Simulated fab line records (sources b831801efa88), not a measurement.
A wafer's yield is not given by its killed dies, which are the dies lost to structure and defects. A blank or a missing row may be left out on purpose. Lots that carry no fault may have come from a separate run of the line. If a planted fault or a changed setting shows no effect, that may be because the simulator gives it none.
Chamber matching | flow sfq_line | SFQ_TRILAYER_I4_CMP_CMP_100 on cmp-01: 4 sister chambers
The step polishes SiO2. 16 wafers are shown with their chamber, then 8 later ones without.

== EACH WAFER AND ITS CHAMBER ==
wafer  | chamber | motor_current_A (A) | time_to_endpoint_s (s) | slurry_filter_dp_kPa (kPa)
L767.1 | 1       | 9.5                 | 207                    | 13.68
L767.2 | 0       | 10.4                | 216                    | 13.68
L767.3 | 3       | 12.7                | 218                    | 13.51
L768.1 | 0       | 10.9                | 217                    | 13.53
L768.3 | 1       | 10.2                | 214                    | 13.60
L768.6 | 0       | 11.0                | 226                    | 13.62
L769.2 | 0       | 11.1                | 215                    | 13.38
L769.1 | 2       | 9.4                 | 224                    | 13.52
L769.5 | 1       | 9.6                 | 214                    | 13.43
L772.3 | 1       | 9.7                 | 211                    | 13.24
L772.4 | 2       | 9.4                 | 222                    | 13.52
L772.5 | 0       | 10.9                | 226                    | 13.46
L780.1 | 0       | 11.4                | 208                    | 13.46
L780.4 | 2       | 9.1                 | 216                    | 13.46
L780.6 | 3       | 12.6                | 220                    | 13.49
L786.3 | 1       | 9.7                 | 206                    | 13.35

SIGNATURES (averages over the wafers above)
reading              | chamber 0 | chamber 1 | chamber 2 | chamber 3 | scatter within a chamber
motor_current_A      | 10.950    | 9.740     | 9.300     | 12.650    | 0.273
time_to_endpoint_s   | 218.00    | 210.40    | 220.67    | 219.00    | 5.29
slurry_filter_dp_kPa | 13.5217   | 13.4600   | 13.5000   | 13.5000   | 0.127
Rule: a wafer lies at a distance from a chamber equal to the root of the sum of squares, over the readings, of (its reading less the chamber's mean, divided by the reading's scatter). If the next closest chamber is less than 2 further off than the closest, the wafer can't be placed; otherwise it belongs to the closest. The scatter: the root of (the sum of the squares of (reading less its chamber's mean) over the shown wafers, divided by (wafers less chambers)).

== WAFERS WITH NO CHAMBER GIVEN ==
wafer  | motor_current_A (A) | time_to_endpoint_s (s) | slurry_filter_dp_kPa (kPa)
L786.1 | 10.7                | 215                    | 13.52
L786.6 | 9.9                 | 215                    | 13.59
L787.1 | 10.9                | 214                    | 13.49
L787.4 | 12.1                | 223                    | 13.62
L787.5 | 11.1                | 216                    | 13.23
L788.3 | 9.4                 | 216                    | 13.49
L788.1 | 11.1                | 218                    | 13.53
L788.2 | 10.5                | 212                    | 13.38

== CHAMBER TAKEN BY EACH ==
wafer  | from the rows above     | in truth
L786.1 | 0                       | 0
L786.6 | can't be placed: 1 or 2 | 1
L787.1 | 0                       | 0
L787.4 | 3                       | 3
L787.5 | 0                       | 0
L788.3 | can't be placed: 2 or 1 | 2
L788.1 | 0                       | 0
L788.2 | can't be placed: 0 or 1 | 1
Correctly placed: 5 of 8. Cannot be placed on the basis of these rows: 3; the candidates contain the true chamber in 3. Placed wrongly: 0.
